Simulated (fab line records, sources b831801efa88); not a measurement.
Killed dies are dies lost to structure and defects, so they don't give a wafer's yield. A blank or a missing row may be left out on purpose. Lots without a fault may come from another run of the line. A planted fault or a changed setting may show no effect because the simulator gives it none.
fab line records | flow sky130
record lots=5 wafers=15 last_day=50
route steps=708 shown POLY_CUT@317 SD_P@320 RES_XHIGH@332 SD_N@342 PAD_OPEN@708
lots that met no fault: from a run of the same line without faults
start_h: hours from the record's first day to the start of the lot's first wafer shown | wait_h: hours since the lot's step before | " the same as in the row above | L1.1+2: a row that stands for several wafers | - no value, or no start given | * or withheld: withheld | < > ~ a bound
route shown NAME@n: a module of which the file shows steps, and the number in the route of the first | usual: mean/standard deviation of fault-free wafers | same: alike in all rows | chamber/n: place in a boat | sites: the reading at each site | _std_site: their standard deviation | _edge_site: outer sites' mean less inner sites' | radius_mm: how far each site lies from the wafer's centre | mask NAME#n: copy n | behind: the tool/chamber that last shaped the wafer | hold: why the lot was held/for how many hours/how that ended | device: the transistor (n, p or np) that didn't switch | end of line: the same wafers' tests at the end of the route | a step without rows: its recipe alone | killed: dies lost to structure and defects at the first sort, not the wafer's yield | map: a wafer's dies, x killed, . not, _ none there
set.NAME: the setting as run; set.NAME@STEP: as run at that earlier step | model.NAME: the simulator's own value behind a step, which no gauge read
lots at some steps of the route; a table a step, a row a wafer
services: from which hour (start_h, from the record's first day; less than 0 if before it) a tool's chamber was out of use, for how many hours, and why
## steps
# step SKY_POLY_CUT_ETCH_10
# recipe chemistry=N2/H2 target=BARC ion_energy_ev=200 source_w=500 bias_w=100 pressure_mtorr=30 n2_flow_sccm=100 h2_flow_sccm=200 stop_on=SiO2 time_s=45.9 target_depth_a=600
# step SKY_POLY_CUT_ETCH_11
# recipe target=Si3N4 chemistry=CF4/CH2F2/Ar stop_on=poly-Si source_w=600 bias_w=150 pressure_mtorr=40 cf4_flow_sccm=40 ch2f2_flow_sccm=20 Ar_flow_sccm=150 time_s=42.5 target_depth_a=600
# step SKY_POLY_CUT_STRIP_12
# recipe chemistry=O2/N2 power_w=1400 pressure_mtorr=1500 platen_temp_c=withheld o2_flow_sccm=3000 n2_flow_sccm=300 overash_fraction=0.5
# step SKY_SD_P_DEHYDRATE_00
# recipe temp_c=200 time_s=60
# step SKY_SD_P_HMDS_01
# recipe prime_time_s=60 prime_temp_c=120
# step SKY_SD_P_COAT_02
# recipe resist=NOVOLAK spin_rpm=3000 resist_thk_nm=1140
# step SKY_SD_P_SOFTBAKE_03
# recipe temp_c=90 time_s=60 resist=NOVOLAK
# step SKY_SD_P_EXPOSE_04
# recipe mask_id=PSDM na=0.6 source_shape=conventional sigma_outer=0.6 polarization=unpolarized target_cd_nm=380 dose_mj=138
# step SKY_SD_P_PEB_05
# recipe temp_c=withheld time_s=* resist=NOVOLAK
# step SKY_SD_P_DEVELOP_06
# recipe resist=NOVOLAK developer=TMAH develop_time_s=60 dev_temp_c=23
# step SKY_SD_P_IMPLANT_09
# recipe species=BF2 energy_kev=20 dose_cm2=3e+15 tilt_deg=0
# usual beam_energy_keV=19.999/0.0064
# columns lot.wafer tool chamber start_h wait_h beam_energy_keV model.implant.rp_nm model.implant.drp_nm
L909.2 implanter-02 0 679.18 0.0 19.119 17.23 9.443
L909.3 " 0 " " 19.124 17.23 9.443
L909.6 " 0 " " 19.120 17.23 9.443
L910.1 implanter-02 0 683.25 0.0 19.123 16.58 9.443
L910.2 " 0 " " 19.121 16.58 9.443
L910.3 " 0 " " 19.122 16.58 9.443
L911.1 implanter-02 0 692.09 0.0 19.116 17.04 9.443
L911.3 " 0 " " 19.123 17.04 9.443
L911.4 " 0 " " 19.110 17.04 9.443
L923.2 implanter-04 0 766.07 0.0 19.993 17.12 9.746
L923.5 " 0 " " 19.983 17.12 9.746
L923.6 " 0 " " 19.987 17.12 9.746
L924.2 implanter-02 0 768.82 0.0 19.998 17.91 9.746
L924.5 " 0 " " 20.002 17.91 9.746
L924.6 " 0 " " 19.998 17.91 9.746
# step SKY_SD_P_STRIP_10
# recipe chemistry=O2/N2 power_w=1400 pressure_mtorr=1500 platen_temp_c=withheld o2_flow_sccm=3000 n2_flow_sccm=300 overash_fraction=0.5
# usual drypump_motor_current_A=5.42/0.24 o2_flow_sccm=3000/8.1 oes_product_au=0.618/0.0047 strip_time_to_endpoint_s=17.51/0.038
# columns lot.wafer tool chamber start_h wait_h drypump_motor_current_A o2_flow_sccm oes_product_au rf_hours_counter_h strip_time_to_endpoint_s
L909.2 plasma_asher-02 0 679.30 0.1 5.68 3003 0.615 30 17.35
L909.3 " 0 " " 5.73 2996 0.617 - 17.31
L909.6 " 1 " " 5.42 2987 0.616 - 17.31
L910.1 plasma_asher-03 0 683.40 0.1 5.04 3000 0.621 83 17.35
L910.2 " 1 " " 5.39 3006 0.619 83 17.33
L910.3 " 0 " " 5.03 2992 0.618 - 17.35
L911.1 plasma_asher-02 0 692.24 0.1 5.73 2992 0.617 31 17.32
L911.3 " 0 " " 5.72 2984 0.619 - 17.38
L911.4 " 1 " " 5.44 2998 0.625 - 17.34
L923.2 plasma_asher-01 1 766.19 0.1 5.69 2999 0.616 54 17.56
L923.5 " 0 " " 5.38 3010 0.623 - 17.53
L923.6 " 1 " " 5.69 3000 0.618 - 17.56
L924.2 plasma_asher-03 0 768.94 0.1 5.02 2999 0.618 94 17.48
L924.5 " 0 " " 5.04 3010 0.615 - 17.52
L924.6 " 1 " " 5.35 2991 0.617 - 17.53
# step SKY_RES_XHIGH_DEHYDRATE_00
# recipe temp_c=200 time_s=60
# step SKY_RES_XHIGH_HMDS_01
# recipe prime_time_s=60 prime_temp_c=120
# step SKY_RES_XHIGH_COAT_02
# recipe resist=NOVOLAK spin_rpm=3000 resist_thk_nm=1140
# step SKY_RES_XHIGH_SOFTBAKE_03
# recipe temp_c=90 time_s=60 resist=NOVOLAK
# step SKY_RES_XHIGH_EXPOSE_04
# recipe mask_id=URPM na=0.6 source_shape=conventional sigma_outer=0.6 polarization=unpolarized target_cd_nm=1270 dose_mj=140
# step SKY_RES_XHIGH_PEB_05
# recipe temp_c=withheld time_s=* resist=NOVOLAK
# step SKY_RES_XHIGH_DEVELOP_06
# recipe resist=NOVOLAK developer=TMAH develop_time_s=60 dev_temp_c=23
# step SKY_RES_XHIGH_IMPLANT_07
# recipe species=BF2 energy_kev=20 dose_cm2=3.6e+14 tilt_deg=0
# step SKY_RES_XHIGH_STRIP_08
# recipe chemistry=O2/N2 power_w=1400 pressure_mtorr=1500 platen_temp_c=withheld o2_flow_sccm=3000 n2_flow_sccm=300 overash_fraction=0.5
# step SKY_SD_N_DEHYDRATE_00
# recipe temp_c=200 time_s=60
# step SKY_SD_N_HMDS_01
# recipe prime_time_s=60 prime_temp_c=120
# step SKY_SD_N_COAT_02
# recipe resist=NOVOLAK spin_rpm=3000 resist_thk_nm=1140
# step SKY_SD_N_SOFTBAKE_03
# recipe temp_c=90 time_s=60 resist=NOVOLAK
# step SKY_SD_N_EXPOSE_04
# recipe mask_id=NSDM na=0.6 source_shape=conventional sigma_outer=0.6 polarization=unpolarized target_cd_nm=380 dose_mj=141
# step SKY_SD_N_PEB_05
# recipe temp_c=withheld time_s=* resist=NOVOLAK
# step SKY_SD_N_DEVELOP_06
# recipe resist=NOVOLAK developer=TMAH develop_time_s=60 dev_temp_c=23
# step SKY_SD_N_IMPLANT_09
# recipe species=As energy_kev=50 dose_cm2=4e+15 tilt_deg=0
# step SKY_SD_N_IMPLANT_10
# recipe species=P energy_kev=20 dose_cm2=1e+14 tilt_deg=0
# step SKY_SD_N_STRIP_11
# recipe chemistry=O2/N2 power_w=1400 pressure_mtorr=1500 platen_temp_c=withheld o2_flow_sccm=3000 n2_flow_sccm=300 overash_fraction=0.5
# step SKY_SD_N_CLEAN_13
# recipe chemistry=SC1/SC2 mix=1:4:20 temp_c=70 time_s=150 dry=n2_spin
# step SKY_SD_N_RTA_14
# recipe temp_c=1075 time_s=2 idle_temp_c=650 ramp_up_c_per_s=150 ramp_down_c_per_s=90 ambient=N2
# step SKY_SD_N_RS_MEAS_17
# recipe thk_meas_gauge=four-point-probe
# usual SD_P_RS=147.1/0.36
# columns lot.wafer tool chamber start_h wait_h SD_P_RS[ohm/sq]
L909.2 film_metro-04 - 735.53 0.1 150.5
L909.3 " - " " 150.4
L909.6 " - " " 150.4
L910.1 film_metro-01 - 739.71 0.1 150.0
L910.2 " - " " 150.0
L910.3 " - " " 150.0
L911.1 film_metro-03 - 747.18 0.1 149.6
L911.3 " - " " 149.9
L911.4 " - " " 149.8
L923.2 film_metro-03 - 820.03 0.1 146.6
L923.5 " - " " 146.5
L923.6 " - " " 146.7
L924.2 film_metro-03 - 822.33 0.1 147.2
L924.5 " - " " 147.8
L924.6 " - " " 147.0
# step SKY_PAD_OPEN_PROBE_99
# usual killed_at_M0_to_M3=44/6.4 killed_at_M4_up=3.6/2.1 killed_at_contacts=23/5.1 killed_at_front_end=15/4.3 killed_at_other=0.3/0.56 killed_dies=86/9 killed_open=47/6.4 killed_short=39/5.8
# same gross_dies=492 killed_at_back_side=0
# columns lot.wafer tool chamber start_h wait_h killed_at_M0_to_M3 killed_at_M4_up killed_at_contacts killed_at_front_end killed_at_other killed_dies killed_open killed_short model.etest.res_pdiff_hv.rs_ohm_sq model.etest.res_pdiff.rs_ohm_sq
L909.2 prober-02 - 1129.92 0.1 33 2 22 22 0 79 43 36 192.9 196.7
L909.3 prober-02 - 1129.97 0.2 37 0 23 14 1 75 40 35 190.8 196
L909.6 prober-02 - 1130.12 0.2 42 2 23 26 0 93 50 43 192.9 196.8
L910.1 prober-01 - 1135.19 0.1 47 3 23 9 1 83 43 40 196.8 201.2
L910.2 prober-01 - 1135.24 0.1 41 4 20 13 0 78 45 33 196.1 201
L910.3 prober-01 - 1135.29 0.2 50 6 24 11 0 91 47 44 194.4 200.5
L911.1 prober-02 - 1137.23 0.1 46 6 25 6 0 83 42 41 193.2 198.2
L911.3 prober-02 - 1137.33 0.2 54 1 23 11 0 89 50 39 192.8 198.9
L911.4 prober-02 - 1137.38 0.2 43 5 24 12 0 84 46 38 193.1 197.9
L924.2 prober-02 - 1194.08 0.1 40 1 23 24 0 88 43 45 187.1 193.6
L924.5 prober-02 - 1194.23 0.2 38 5 17 19 0 79 41 38 188.5 195.2
L924.6 prober-02 - 1194.28 0.2 44 1 22 22 0 89 51 37 187.6 194.5
L923.2 prober-01 - 1194.57 0.1 45 7 23 15 0 90 44 46 189.6 196.5
L923.5 prober-01 - 1194.72 0.2 52 4 18 13 0 87 53 34 189.9 196.8
L923.6 prober-01 - 1194.77 0.2 40 7 28 8 1 84 50 34 190.9 197.2
# killed by level:class
L909.2 VIA1:geometric_particle:open=12 CONTACT:geometric_particle:open=9 POLY_GATE:geometric_particle:open=7 POLY_GATE:geometric_particle:short=7 VIA3:geometric_particle:open=5 METAL1:geometric_particle:short=5 LI_CONTACT:geometric_particle:open=5 METAL3:geometric_particle:short=5
L909.3 CONTACT:geometric_particle:open=8 VIA1:geometric_particle:open=7 LI_CONTACT:geometric_particle:open=6 METAL1:geometric_particle:short=6 VIA3:geometric_particle:open=6 CONTACT:geometric_particle:short=5 VIA1:geometric_particle:short=4 METAL2:geometric_particle:short=4
L909.6 VIA1:geometric_particle:open=13 POLY_GATE:geometric_particle:short=8 CONTACT:geometric_particle:open=8 FIELD_ISO:geometric_particle:short=7 LI_CONTACT:geometric_particle:open=6 CONTACT:geometric_particle:short=6 FIELD_ISO:geometric_particle:open=5 VIA3:geometric_particle:open=5
L910.1 VIA3:geometric_particle:open=9 LI_CONTACT:geometric_particle:open=8 METAL2:geometric_particle:short=8 VIA1:geometric_particle:open=7 CONTACT:geometric_particle:open=6 LI_CONTACT:geometric_particle:short=6 VIA2:geometric_particle:short=6 FIELD_ISO:geometric_particle:open=5
L910.2 VIA1:geometric_particle:open=8 LI_CONTACT:geometric_particle:open=8 VIA2:geometric_particle:open=6 VIA2:geometric_particle:short=5 VIA3:geometric_particle:open=5 LOCAL_INTERCONNECT:geometric_particle:short=5 FIELD_ISO:geometric_particle:open=4 CONTACT:geometric_particle:open=4
L910.3 LI_CONTACT:geometric_particle:open=10 VIA2:geometric_particle:short=7 CONTACT:geometric_particle:open=7 METAL3:geometric_particle:short=7 FIELD_ISO:geometric_particle:open=6 VIA1:geometric_particle:open=6 VIA2:geometric_particle:open=6 VIA3:geometric_particle:open=6
L911.1 VIA1:geometric_particle:short=9 VIA1:geometric_particle:open=7 LI_CONTACT:geometric_particle:open=6 CONTACT:geometric_particle:open=6 CONTACT:geometric_particle:short=6 VIA3:geometric_particle:short=6 VIA2:geometric_particle:open=6 VIA3:geometric_particle:open=6
L911.3 VIA1:geometric_particle:open=14 CONTACT:geometric_particle:open=9 VIA3:geometric_particle:open=9 CONTACT:geometric_particle:short=7 VIA2:geometric_particle:open=7 METAL1:geometric_particle:short=6 VIA1:geometric_particle:short=5 FIELD_ISO:geometric_particle:short=4
L911.4 VIA1:geometric_particle:open=12 CONTACT:geometric_particle:open=11 LOCAL_INTERCONNECT:geometric_particle:short=6 METAL4:geometric_particle:short=5 VIA1:geometric_particle:short=5 METAL2:geometric_particle:short=5 VIA3:geometric_particle:open=4 VIA2:geometric_particle:short=4
L924.2 VIA3:geometric_particle:open=7 CONTACT:geometric_particle:open=7 VIA1:geometric_particle:open=7 FIELD_ISO:geometric_particle:short=6 LOCAL_INTERCONNECT:geometric_particle:short=6 VIA1:geometric_particle:short=6 METAL2:geometric_particle:short=6 FIELD_ISO:geometric_particle:open=5
L924.5 VIA1:geometric_particle:open=9 FIELD_ISO:geometric_particle:short=7 VIA3:geometric_particle:open=7 CONTACT:geometric_particle:open=6 METAL2:geometric_particle:short=6 LI_CONTACT:geometric_particle:open=5 CONTACT:geometric_particle:short=4 METAL1:geometric_particle:short=4
L924.6 CONTACT:geometric_particle:open=11 VIA1:geometric_particle:open=9 FIELD_ISO:geometric_particle:open=6 FIELD_ISO:geometric_particle:short=5 CONTACT:geometric_particle:short=5 VIA1:geometric_particle:short=5 VIA2:geometric_particle:open=5 METAL2:geometric_particle:short=5
L923.2 LI_CONTACT:geometric_particle:open=9 FIELD_ISO:geometric_particle:open=7 METAL1:geometric_particle:short=7 VIA1:geometric_particle:short=7 METAL2:geometric_particle:short=6 VIA3:geometric_particle:open=6 VIA1:geometric_particle:open=5 VIA2:geometric_particle:open=5
L923.5 VIA1:geometric_particle:open=18 VIA2:geometric_particle:open=9 CONTACT:geometric_particle:open=8 FIELD_ISO:geometric_particle:open=6 VIA3:geometric_particle:short=6 VIA3:geometric_particle:open=5 CONTACT:geometric_particle:short=4 METAL1:geometric_particle:short=4
L923.6 VIA1:geometric_particle:open=10 CONTACT:geometric_particle:open=9 VIA2:geometric_particle:open=9 METAL1:geometric_particle:short=8 CONTACT:geometric_particle:short=7 LI_CONTACT:geometric_particle:open=6 VIA3:geometric_particle:open=6 METAL4:geometric_particle:short=4
## services
# columns tool chamber start_h hours kind
plasma_asher-02 - 657.18 1.2 repair
plasma_asher-03 - 660.56 17.7 repair
implanter-02 - 663.81 2.6 repair
plasma_asher-01 - 713.29 2.8 pm
implanter-04 - 718.11 3.0 pm
implanter-04 - 733.06 4.5 pm
plasma_asher-03 - 752.90 1.7 repair
## key
first_sign step=SKY_SD_P_IMPLANT_09 reading=beam_energy_keV direction=down sigmas=99+ usual=* struck=*
effect step=SKY_SD_P_STRIP_10 reading=strip_time_to_endpoint_s direction=down sigmas=4.6 usual=* struck=*
effect step=SKY_SD_N_RS_MEAS_17 reading=SD_P_RS direction=up sigmas=8.1 usual=147.1 struck=150.1
model_effect step=SKY_SD_P_IMPLANT_09 value=implant.rp_nm without=17.56 struck=16.95
model_effect step=SKY_PAD_OPEN_PROBE_99 value=etest.res_pdiff_hv.rs_ohm_sq without=189.7 struck=193.7
met_at SKY_SD_P_IMPLANT_09
struck_wafers L909.2,L909.3,L909.6,L910.1,L910.2,L910.3,L911.1,L911.3,L911.4
tester_left_out L909,L910,L911
fault kind=process_parameter_drift tool=implanter-02 chamber=- onset_h=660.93 steps=SKY_SD_P_IMPLANT_09 channel=energy_kev offset=* shape=step end_h=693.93 acts_in=* stated=*
# tester_left_out: of these lots the tester's yield and bins aren't shown, on N5 and GAA mostly nor the transistor test; their killed dies are dies lost to structure and defects alone, not to doping, threshold or leakage, so they don't give the yield
